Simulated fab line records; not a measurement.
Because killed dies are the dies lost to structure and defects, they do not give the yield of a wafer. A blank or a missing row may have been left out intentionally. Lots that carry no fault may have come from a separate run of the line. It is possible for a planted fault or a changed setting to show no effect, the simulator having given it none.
2 desks looking at one fault ; flow sky130 ; each desk holds nothing but its own numbers, with what lay behind them at the end

FOR THE TOOL OWNER'S DESK: furnace-02
The tool's own readings at SKY_GATE_OXIDE_OXIDATION_16 (stabilise 600 s, purge 300 s, target thk 3.57 nm): means of the sampled wafers that have a number, for each lot that ran on this tool. A lot is out of limits, marked OUT, if its mean lies more than 4 standard deviations from the usual mean; the brackets give that distance.
Columns: A = ramp down c per min at SKY_GATE_OXIDE_OXIDATION_16, usual 3.0001; B = spike tc centre C at SKY_GATE_OXIDE_OXIDATION_16, usual 800.8 C; C = zone power top pct at SKY_GATE_OXIDE_OXIDATION_16, usual 31.4 %
lot;first seen here;A;B;C
L294;day 15 02:02;3.0003;801.6;32.3
L295;day 15 05:05;2.9999;799.7;31.9
L312;day 21 16:02;3.0000;800.7;32.1
L313;day 22 06:08;3.0001;800.7;32.2
This desk's verdict: no lot among the 4 shows anything out of limits.

FROM THE METROLOGY DESK
What the gauges read for every lot (on any tool): the sampled wafers with a number, averaged. A lot is out of limits, marked OUT, if its mean lies more than 4 standard deviations from the usual mean; the brackets give that distance.
Columns: A = GATE_OXIDE_OVL at SKY_GATE_OXIDE_OVL_MEAS_10, usual 0.5 nm; B = GATE_OXIDE_TW at SKY_GATE_OXIDE_TW_MEAS_14, usual 224.1; C = POLY_GATE_CVD_00_THK at SKY_POLY_GATE_THK_MEAS_01, usual 180.3 nm; D = POLY_GATE_TW at SKY_RES_PROTECT_TW_MEAS_08, usual 4017; E = POLY_GATE_CVD_03_THK at SKY_POLY_GATE_THK_MEAS_04, usual 74.7 nm; F = cd nm at SKY_POLY_GATE_CD_MEAS_13, usual 149.7 nm; G = POLY_GATE_OVL at SKY_POLY_GATE_OVL_MEAS_14, usual 0 nm
lot;first seen here;A;B;C;D;E;F;G
L294;day 15 01:15;2.7;227.1;183.0;4081;74.8;148.8;1
L295;day 15 03:44;-0.2;221.5;179.7;4082;73.7;150.8;7
L298;day 16 15:50;-0.1;223.2;178.3;3975;74.2;148.3;-9
L310;day 20 16:50;3.7;224.1;181.7;3996;75.2;150.1;-5
L312;day 21 15:32;2.0;223.0;181.3;3990;76.0;152.2;-5
L313;day 22 05:38;0.6;222.7;181.7;3994;75.7;149.9;2
This desk's verdict: no lot among the 6 shows anything out of limits.

BROUGHT TOGETHER
Nothing out of limits was seen by the tool owner's desk.
Nothing out of limits was seen by the metrology desk.

WHAT HAD BEEN PUT IN BY THE SIMULATOR
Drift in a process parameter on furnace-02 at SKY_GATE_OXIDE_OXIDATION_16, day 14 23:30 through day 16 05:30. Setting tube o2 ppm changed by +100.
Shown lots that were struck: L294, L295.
